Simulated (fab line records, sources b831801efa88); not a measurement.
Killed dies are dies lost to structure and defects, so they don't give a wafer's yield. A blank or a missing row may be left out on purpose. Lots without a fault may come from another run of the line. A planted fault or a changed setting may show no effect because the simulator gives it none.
One fault seen from 2 desks | flow gf180mcu | each desk has only its own numbers; what lay behind them comes last

THE TOOL OWNER'S DESK: litho_track-03
The tool's own readings at GF_MVSD_COAT_02 (resist thk 3000 nm): means of the sampled wafers that have a number, for each lot that ran on this tool. A lot is out of limits, marked OUT, if its mean lies more than 4 standard deviations from the usual mean; the brackets give that distance.
Columns: A = dispense_pressure_kPa at GF_MVSD_COAT_02, usual 52.4 kPa; B = resist_line_temp_C at GF_MVSD_COAT_02, usual 23.02 C
lot  | first seen here | A    | B
L153 | day 4 13:58     | 54.2 | 23.08
L161 | day 6 13:02     | 54.2 | 23.16
L163 | day 6 23:50     | 54.2 | 22.92
L164 | day 7 06:52     | 54.2 | 23.00
L165 | day 7 10:58     | 54.2 | 22.99
L167 | day 7 20:23     | 54.2 | 23.05
This desk's finding: nothing out of limits on any of the 6 lots.

THE METROLOGY DESK
What the gauges read, lot by lot, whatever tool the lot ran on: means of the sampled wafers that have a number. A lot is out of limits, marked OUT, if its mean lies more than 4 standard deviations from the usual mean; the brackets give that distance.
Columns: A = MVPSD_TW at GF_MVPSD_TW_MEAS_11, usual 553; B = VT_IMPLANT_TW at GF_VT_IMPLANT_TW_MEAS_10, usual 561.8; C = VT_IMPLANT_2_TW at GF_VT_IMPLANT_TW_MEAS_21, usual 1212; D = M2_ALCU_THK at GF_M2_THK_MEAS_06, usual 451 nm
lot  | first seen here | A                      | B                        | C              | D
L152 | day 5 06:47     | 548                    | 563.3                    | 1218           | 452
L153 | day 5 12:26     | 555                    | 563.4                    | 1214           | 453
L154 | day 5 19:31     | 552                    | 558.1                    | 1215           | 455
L157 | day 6 12:44     | 559                    | 562.9                    | 1196           | 455
L161 | day 7 13:38     | 551                    | 559.1                    | 1210           | 441
L163 | day 8 01:31     | 552                    | 564.4                    | 1220           | 448
L164 | day 8 08:12     | 1577 (+99 or more) OUT | 1562.8 (+99 or more) OUT | 1749 (+88) OUT | 458
L165 | day 8 11:59     | 1558 (+99 or more) OUT | 1554.5 (+99 or more) OUT | 1738 (+86) OUT | 451
L167 | day 8 22:38     | 1560 (+99 or more) OUT | 1553.2 (+99 or more) OUT | 1749 (+88) OUT | 445
L172 | day 10 09:19    | 550                    | 560.1                    | 1211           | 454
L174 | day 10 18:58    | 550                    | 561.8                    | 1216           | 449
This desk's finding: out of limits on L164, L165, L167; first on L164, day 8 08:12 (MVPSD_TW at GF_MVPSD_TW_MEAS_11). In limits: L152, L153, L154, L157, L161, L163, L172, L174.

PUT TOGETHER
The metrology desk could have raised an alarm at day 8 08:12, on L164, L165, L167.
The tool owner's desk saw nothing out of limits.
The tool owner's desk has L164, L165, L167 on record, within its limits.
Of the lots named, all ran GF_MVSD_COAT_02 on litho_track-03.

WHAT THE SIMULATOR HAD PUT IN
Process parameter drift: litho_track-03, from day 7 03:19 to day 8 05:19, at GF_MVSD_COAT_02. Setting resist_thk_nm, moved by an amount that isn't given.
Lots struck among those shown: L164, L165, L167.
Hours from the fault's start to each desk's first reading out of limits: the metrology desk, 29.
